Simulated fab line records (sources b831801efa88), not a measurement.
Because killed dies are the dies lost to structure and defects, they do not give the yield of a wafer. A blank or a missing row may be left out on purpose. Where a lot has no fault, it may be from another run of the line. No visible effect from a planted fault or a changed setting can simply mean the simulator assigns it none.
Struck lot and sound lot, side by side + flow sky130 + 43 out of 708 route steps
Sound: these wafers, L507.1, L507.5, L507.6. Wafers L512.1, L512.3, L512.6 were the ones struck. The cause is named last.
At each step with rows: each side's tool, then ch and its chambers, then its first start. Under that, the readings that differ: sound wafers + struck wafers + difference of the means + sigmas: that difference in standard deviations of wafers without a fault.
alike: a reading whose means differ by less than 2 such deviations, as well as words and numbers matching on both sides. not compared: withheld readings; readings where some wafer has no value; bounds like >300 that might hide an equal value; numbers whose values overlap and for which the record gives no deviation.
The two part at a step that has a row with sigmas, a row that says differs or no value, or rows on one side only. Numbers that have no deviation but don't overlap get no sigmas and don't part them. A reading missing from all wafers of one side parts the sides only when that side holds two or more wafers.

first, 6 steps without rows for these wafers: SKY_VT_ADJUST_LVTN_HMDS_12 (prime time 60 s); SKY_VT_ADJUST_LVTN_COAT_13 (resist thk 1140 nm); SKY_VT_ADJUST_LVTN_SOFTBAKE_14 (time 60 s); SKY_VT_ADJUST_LVTN_EXPOSE_15 (exposes mask HVN STD DERIVED, target cd 600 nm); SKY_VT_ADJUST_LVTN_PEB_16; SKY_VT_ADJUST_LVTN_DEVELOP_17 (develop time 60 s).
SKY_VT_ADJUST_LVTN_OVL_MEAS_18:
  sound on overlay-01 at day 8 04:45; struck on overlay-01 at day 9 17:34
  alike: VT_ADJUST_LVTN_01_OVL
then, 1 step without rows for these wafers: SKY_VT_ADJUST_LVTN_IMPLANT_19.
SKY_VT_ADJUST_LVTN_STRIP_20: strips in O2/N2.
  sound on plasmaAsher-04 ch 0,1, day 8 04:56; struck on plasmaAsher-02 ch 0,1, day 9 17:45
  alike: drypumpMotorCurrentA, o2FlowSccm, oesProductAu, stripTimeToEndpointS
  not compared: rfHoursCounterH
SKY_VT_ADJUST_LVTN_TW_MEAS_21:
  sound on filmMetro-03 at day 8 05:02; struck on filmMetro-01 at day 9 17:51
  alike: VT_ADJUST_LVTN_2_TW
then, 2 steps without rows for these wafers: SKY_VT_ADJUST_NCORE_DEHYDRATE_00 (time 60 s); SKY_VT_ADJUST_NCORE_HMDS_01 (prime time 60 s).
SKY_VT_ADJUST_NCORE_COAT_02: resist thk 1140 nm.
  struck on lithoTrack-01, day 10 04:45; sound on lithoTrack-04 ch 0, day 8 15:27
  no value came back on the struck wafers for chillPlateTempC (C), dispensePressureKPa (kPa); on the sound wafers chillPlateTempC (C) reads 23.00 23.03 23.06
then, 4 steps without rows for these wafers: SKY_VT_ADJUST_NCORE_SOFTBAKE_03 (time 60 s); SKY_VT_ADJUST_NCORE_EXPOSE_04 (exposes mask LVTN COMPLEMENT THIN, target cd 380 nm); SKY_VT_ADJUST_NCORE_PEB_05; SKY_VT_ADJUST_NCORE_DEVELOP_06 (develop time 60 s).
SKY_VT_ADJUST_NCORE_CD_MEAS_07: target cd 380 nm.
  sound on cdSem-01 at day 9 02:24; struck on cdSem-02 at day 10 16:06
| reading   | sound             | struck | difference                    | sigmas |
|-----------|-------------------|--------|-------------------------------|--------|
| cdNm (nm) | 381.7 381.3 387.3 | - - -  | no value on the struck wafers |        |
SKY_VT_ADJUST_NCORE_OVL_MEAS_08:
  sound on overlay-02 at day 9 02:31; struck on overlay-01 at day 10 16:13
| reading                  | sound          | struck | difference                    | sigmas |
|--------------------------|----------------|--------|-------------------------------|--------|
| VT_ADJUST_NCORE_OVL (nm) | -1.7 -0.2 -1.0 | - - -  | no value on the struck wafers |        |
then, 1 step without rows for these wafers: SKY_VT_ADJUST_NCORE_IMPLANT_09.
SKY_VT_ADJUST_NCORE_STRIP_10: strips in O2/N2.
  sound on plasmaAsher-01 ch 0,1, day 9 02:42; struck on plasmaAsher-02 ch 0,1, day 10 16:25
  no value came back on the struck wafers for oesProductAu (a.u.), stripTimeToEndpointS (s); on the sound wafers oesProductAu (a.u.) reads 0.715 0.713 0.716
  alike: drypumpMotorCurrentA, o2FlowSccm
  not compared: rfHoursCounterH
SKY_VT_ADJUST_NCORE_TW_MEAS_11:
  sound on filmMetro-04 at day 9 02:48; struck on filmMetro-01 at day 10 16:31
  alike: VT_ADJUST_NCORE_TW
then, 7 steps without rows for these wafers: SKY_VT_ADJUST_HVTR_DEHYDRATE_00 (time 60 s); SKY_VT_ADJUST_HVTR_HMDS_01 (prime time 60 s); SKY_VT_ADJUST_HVTR_COAT_02 (resist thk 1140 nm); SKY_VT_ADJUST_HVTR_SOFTBAKE_03 (time 60 s); SKY_VT_ADJUST_HVTR_EXPOSE_04 (exposes mask HVTRM, target cd 380 nm); SKY_VT_ADJUST_HVTR_PEB_05; SKY_VT_ADJUST_HVTR_DEVELOP_06 (develop time 60 s).
SKY_VT_ADJUST_HVTR_CD_MEAS_07: target cd 380 nm.
  sound on cdSem-01 at day 10 00:40; struck on cdSem-02 at day 11 14:56
  alike: cdNm
SKY_VT_ADJUST_HVTR_OVL_MEAS_08:
  sound on overlay-01 at day 10 00:47; struck on overlay-02 at day 11 15:04
| reading                 | sound          | struck      | difference | sigmas |
|-------------------------|----------------|-------------|------------|--------|
| VT_ADJUST_HVTR_OVL (nm) | -1.3 -0.7 -1.9 | 1.1 3.4 3.1 | +3.8       | +2     |
then, 1 step without rows for these wafers: SKY_VT_ADJUST_HVTR_IMPLANT_09.
SKY_VT_ADJUST_HVTR_STRIP_10: strips in O2/N2.
  sound on plasmaAsher-01 ch 0,1, day 10 00:58; struck on plasmaAsher-03 ch 0,1, day 11 15:15
  alike: drypumpMotorCurrentA, o2FlowSccm, oesProductAu, stripTimeToEndpointS
  not compared: rfHoursCounterH
SKY_VT_ADJUST_HVTR_TW_MEAS_11:
  sound on filmMetro-04 at day 10 01:04; struck on filmMetro-03 at day 11 15:35
| reading           | sound             | struck            | difference | sigmas |
|-------------------|-------------------|-------------------|------------|--------|
| VT_ADJUST_HVTR_TW | 211.2 211.3 210.8 | 260.9 262.0 261.6 | +50.4      | +30    |
  not compared: hold
then, 6 steps without rows for these wafers: SKY_VT_ADJUST_PCH_HMDS_01 (prime time 60 s); SKY_VT_ADJUST_PCH_COAT_02 (resist thk 3000 nm); SKY_VT_ADJUST_PCH_SOFTBAKE_03; SKY_VT_ADJUST_PCH_EXPOSE_04 (exposes mask NWM, target cd 840 nm); SKY_VT_ADJUST_PCH_PEB_05; SKY_VT_ADJUST_PCH_DEVELOP_06 (develop time 60 s).
SKY_VT_ADJUST_PCH_OVL_MEAS_07:
  sound on overlay-02 at day 10 22:57; struck on overlay-02 at day 12 15:24
  alike: VT_ADJUST_PCH_OVL
SKY_VT_ADJUST_PCH_TW_MEAS_10:
  sound on filmMetro-01 at day 10 23:14; struck on filmMetro-02 at day 12 15:55
| reading          | sound             | struck            | difference | sigmas      |
|------------------|-------------------|-------------------|------------|-------------|
| VT_ADJUST_PCH_TW | 143.5 142.4 142.0 | 230.8 230.2 231.5 | +88.2      | +99 or more |
  not compared: hold
SKY_PAD_OPEN_PROBE_99:
  rows exist in the record for the sound wafers here (prober-01, day 46 09:55), none for the struck ones

== WHERE THEY PART ==
At SKY_VT_ADJUST_NCORE_COAT_02 first; at SKY_PAD_OPEN_PROBE_99 last (within this record only).

WHY: the cause the simulator had injected
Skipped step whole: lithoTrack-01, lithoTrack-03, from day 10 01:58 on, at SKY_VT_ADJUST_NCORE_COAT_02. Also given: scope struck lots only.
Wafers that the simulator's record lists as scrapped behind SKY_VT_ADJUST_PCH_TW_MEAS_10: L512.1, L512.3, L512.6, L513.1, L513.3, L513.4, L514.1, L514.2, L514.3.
